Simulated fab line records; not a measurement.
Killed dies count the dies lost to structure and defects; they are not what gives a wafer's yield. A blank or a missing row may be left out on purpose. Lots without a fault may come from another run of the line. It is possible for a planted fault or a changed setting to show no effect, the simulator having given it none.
Comparing a struck lot with a sound one | flow sky130 | 43 out of 708 route steps
Sound: wafers L732.1, L732.2, L732.4. The struck wafers were L749.1, L749.2, L749.6. Last of all comes the cause.
Order at every step that has rows: each side's tool, ch and its chambers, its first start. Under that, the readings that differ: sound wafers | struck wafers | difference of the means | sigmas: that difference in standard deviations of wafers without a fault.
alike: words and numbers the same on both sides, and readings whose means are apart by under 2 such deviations; not compared: readings that were withheld, readings missing a value for some wafer, numbers with overlapping values and no deviation given by the record, and bounds like >300 which may hide the same value.
The two part at a step that has a row with sigmas, a row that says differs or no value, or rows on one side only. Non-overlapping numbers with no deviation appear without sigmas and do not part them. Lack of a reading on every wafer of one side parts them only where that side has two or more wafers.

SKY_FIELD_ISO_STRIP_16: strips in O2/N2.
  sound on plasma_asher-03 ch 0,1, day 2 05:39; struck on plasma_asher-03 ch 0,1, day 5 21:52
  alike: drypump_motor_current_A, oes_product_au, strip_time_to_endpoint_s
  not compared: rf_hours_counter_h
SKY_FIELD_ISO_ETCH_17: etches Si in HBr/Cl2/O2, target depth 342 nm, time 97.7 s.
  sound on rie_si-02 ch 1,2,3, day 2 05:45; struck on rie_si-01 ch 0,1,2, day 5 21:58
  alike: bias_w, drypump_motor_current_A, oes_product_au, rf_fwd_power_W, throttle_valve_pct
  not compared: rf_hours_counter_h
then, 5 steps without rows for these wafers: SKY_FIELD_ISO_WET_ETCH_18 (etches Si3N4 in H3PO4, target depth 25 nm, time 286 s); SKY_FIELD_ISO_CLEAN_19 (cleans in SC1/SC2, time 150 s); SKY_FIELD_ISO_CLEAN_20 (cleans in dHF, time 20 s); SKY_FIELD_ISO_WET_ETCH_21 (etches SiO2 in dHF, target depth 20 nm, time 400 s); SKY_FIELD_ISO_OXIDATION_22 (stabilise 600 s, purge 300 s, target thk 10 nm).
SKY_FIELD_ISO_THK_MEAS_23:
  sound on film_metro-02 at day 2 07:39; struck on film_metro-01 at day 5 23:30
  alike: FIELD_ISO_OXIDATION_01_THK
then, 1 step without rows for these wafers: SKY_FIELD_ISO_CVD_24 (deposits SiO2, target thk 595 nm, time 99.2 s).
SKY_FIELD_ISO_THK_MEAS_25:
  sound on film_metro-02 at day 2 07:47; struck on film_metro-03 at day 5 23:38
  alike: FIELD_ISO_CVD_24_THK
then, 1 step without rows for these wafers: SKY_FIELD_ISO_ANNEAL_26 (time 1800 s).
SKY_FIELD_ISO_CMP_27: polishes, stops on Si3N4, t overpolish 16 s, target thk 457.8 nm.
  sound on cmp-01 ch 0,2,3, day 2 10:40; struck on cmp-01 ch 0,1,2, day 6 01:17
  alike: motor_current_A, overpolish_run_s, time_to_endpoint_s
SKY_FIELD_ISO_WET_ETCH_28: etches SiO2 in dHF, target depth 23.7 nm, time 47 s.
  sound on wet_bench-01 ch 0, day 2 10:58; struck on wet_bench-02 ch 1, day 6 01:29
then, 4 steps without rows for these wafers: SKY_FIELD_ISO_WET_ETCH_29 (etches Si3N4 in H3PO4, target depth 160 nm, time 1825 s); SKY_FIELD_ISO_WET_ETCH_30 (etches SiO2 in dHF, target depth 25 nm, time 50 s); SKY_NWELL_CLEAN_00 (cleans in SC1/SC2, time 150 s); SKY_NWELL_OXIDATION_01 (stabilise 600 s, purge 300 s, target thk 10 nm).
SKY_NWELL_THK_MEAS_02:
  sound on film_metro-03 at day 2 16:15; struck on film_metro-01 at day 6 05:20
  alike: NWELL_OXIDATION_THK
then, 8 steps without rows for these wafers: SKY_DNWELL_DEHYDRATE_00 (time 60 s); SKY_DNWELL_HMDS_01 (prime time 60 s); SKY_DNWELL_COAT_02 (resist thk 3000 nm); SKY_DNWELL_SOFTBAKE_03; SKY_DNWELL_EXPOSE_04 (exposes mask DNM, target cd 3000 nm); SKY_DNWELL_PEB_05; SKY_DNWELL_DEVELOP_06 (develop time 60 s); SKY_DNWELL_IMPLANT_07.
SKY_DNWELL_STRIP_08: strips in O2/N2.
  sound on plasma_asher-04 ch 0,1, day 3 07:05; struck on plasma_asher-04 ch 0,1, day 7 00:28
  alike: drypump_motor_current_A, oes_product_au, strip_time_to_endpoint_s
  not compared: rf_hours_counter_h
SKY_DNWELL_TW_MEAS_09:
  sound on film_metro-04 at day 3 07:11; struck on film_metro-04 at day 7 00:34
  alike: DNWELL_TW
then, 7 steps without rows for these wafers: SKY_PWDE_DEHYDRATE_00 (time 60 s); SKY_PWDE_HMDS_01 (prime time 60 s); SKY_PWDE_COAT_02 (resist thk 3000 nm); SKY_PWDE_SOFTBAKE_03; SKY_PWDE_EXPOSE_04 (exposes mask PWDEM, target cd 840 nm); SKY_PWDE_PEB_05; SKY_PWDE_DEVELOP_06 (develop time 60 s).
SKY_PWDE_OVL_MEAS_07:
  sound on overlay-01 at day 3 23:00; struck on overlay-02 at day 7 18:54
  alike: PWDE_OVL
following that, these wafers have no rows for 1 step: SKY_PWDE_IMPLANT_08.
SKY_PWDE_STRIP_09: strips in O2/N2.
  sound on plasma_asher-03 ch 0,1, day 3 23:11; struck on plasma_asher-02 ch 0,1, day 7 19:05
  reading               | sound             | struck            | difference | sigmas
  oes_product_au (a.u.) | 0.720 0.714 0.717 | 0.726 0.727 0.730 | +0.011     | +2
  alike: drypump_motor_current_A, strip_time_to_endpoint_s
  not compared: rf_hours_counter_h
SKY_PWDE_TW_MEAS_10:
  sound on film_metro-03 at day 3 23:17; struck on film_metro-04 at day 7 19:11
  alike: PWDE_TW
then, 3 steps without rows for these wafers: SKY_NWELL_DEHYDRATE_03 (time 60 s); SKY_NWELL_HMDS_04 (prime time 60 s); SKY_NWELL_COAT_05 (resist thk 3000 nm).
-- the record jumps here: 42 days lie between the struck wafers' starts before and after (it left off in module NWELL and takes up again in module PAD_OPEN, whose first step shown is number 708 of the route) --
SKY_PAD_OPEN_PROBE_99:
  sound on prober-01 at day 45 20:10; struck on prober-01 at day 49 21:19
  reading             | sound    | struck      | difference | sigmas
  killed_at_front_end | 9 11 10  | 63 65 63    | +54        | +12
  killed_dies         | 86 77 86 | 119 122 125 | +39        | +4
  alike: killed_at_M0_to_M3, killed_at_M4_up, killed_at_contacts, killed_at_other, killed_open, killed_short

== WHERE THEY PART ==
Last at SKY_PAD_OPEN_PROBE_99 as far as this record goes, first at SKY_PWDE_STRIP_09.

WHY: what had been put in by the simulator
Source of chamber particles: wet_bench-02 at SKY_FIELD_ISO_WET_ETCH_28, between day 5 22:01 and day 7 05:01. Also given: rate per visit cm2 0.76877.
